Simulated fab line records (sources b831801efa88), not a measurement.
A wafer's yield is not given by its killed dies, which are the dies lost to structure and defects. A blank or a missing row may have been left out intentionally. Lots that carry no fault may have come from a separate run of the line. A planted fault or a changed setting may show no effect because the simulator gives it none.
One fault through the eyes of 2 desks -- flow sky130 -- each desk has only its own numbers; what lay behind them comes last

== AT THE METROLOGY DESK ==
Means of the sampled wafers that have a number, per lot and without regard to the tool the lot ran on: this is what the gauges read. Any lot whose mean is over 4 standard deviations away from the usual mean is out of limits and marked OUT; that distance is given in the brackets.
Columns: A = cdNm at SKY_FIELD_ISO_CD_MEAS_13, usual 149.9 nm; B = FIELD_ISO_OXIDATION_01_THK at SKY_FIELD_ISO_THK_MEAS_23, usual 9.90 nm; C = FIELD_ISO_CVD_24_THK at SKY_FIELD_ISO_THK_MEAS_25, usual 594 nm
lot,first seen here,A,B,C
L420,day 4 04:16,148.8,9.91,594
L423,day 4 19:29,149.9,9.69,591
L426,day 5 10:57,149.7,10.06,596
L427,day 5 17:23,149.8,9.82,598
L428,day 5 22:13,148.2,9.60,600
L434,day 7 07:17,149.2,9.89,593
Finding of this desk: none of the 6 lots has anything out of limits.

== THE TOOL OWNER'S DESK: wetBench-01 ==
The tool's own readings at SKY_FIELD_ISO_WET_ETCH_18 (etches Si3N4 in H3PO4, target depth 25 nm, time 286 s): means of the sampled wafers that have a number, for each lot that ran on this tool. Any lot whose mean is over 4 standard deviations away from the usual mean is out of limits and marked OUT; that distance is given in the brackets.
Columns: A = runLengthS at SKY_FIELD_ISO_WET_ETCH_18, usual 313.2 s
lot,first seen here,A
L423,day 4 19:52,320.5
L426,day 5 11:19,59.2 (-85) OUT
L428,day 5 22:36,57.0 (-85) OUT
This desk's finding: out of limits on L426, L428; first on L426, day 5 11:19 (runLengthS at SKY_FIELD_ISO_WET_ETCH_18). L423 stayed within limits.

== PUT TOGETHER ==
At day 5 11:19, on L426, L428, the tool owner's desk was in a position to raise an alarm.
Nothing out of limits was seen by the metrology desk.
The metrology desk holds a record of L426, L428, inside its limits.
Of the lots named, all ran SKY_FIELD_ISO_WET_ETCH_18 on wetBench-01.

== WHAT THE SIMULATOR HAD PUT IN ==
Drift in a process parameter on wetBench-01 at SKY_FIELD_ISO_WET_ETCH_18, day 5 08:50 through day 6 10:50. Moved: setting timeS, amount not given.
Struck lots among those shown: L426, L428.
Time in hours from fault onset to the first out-of-limits reading at each desk: the tool owner's desk, 2.
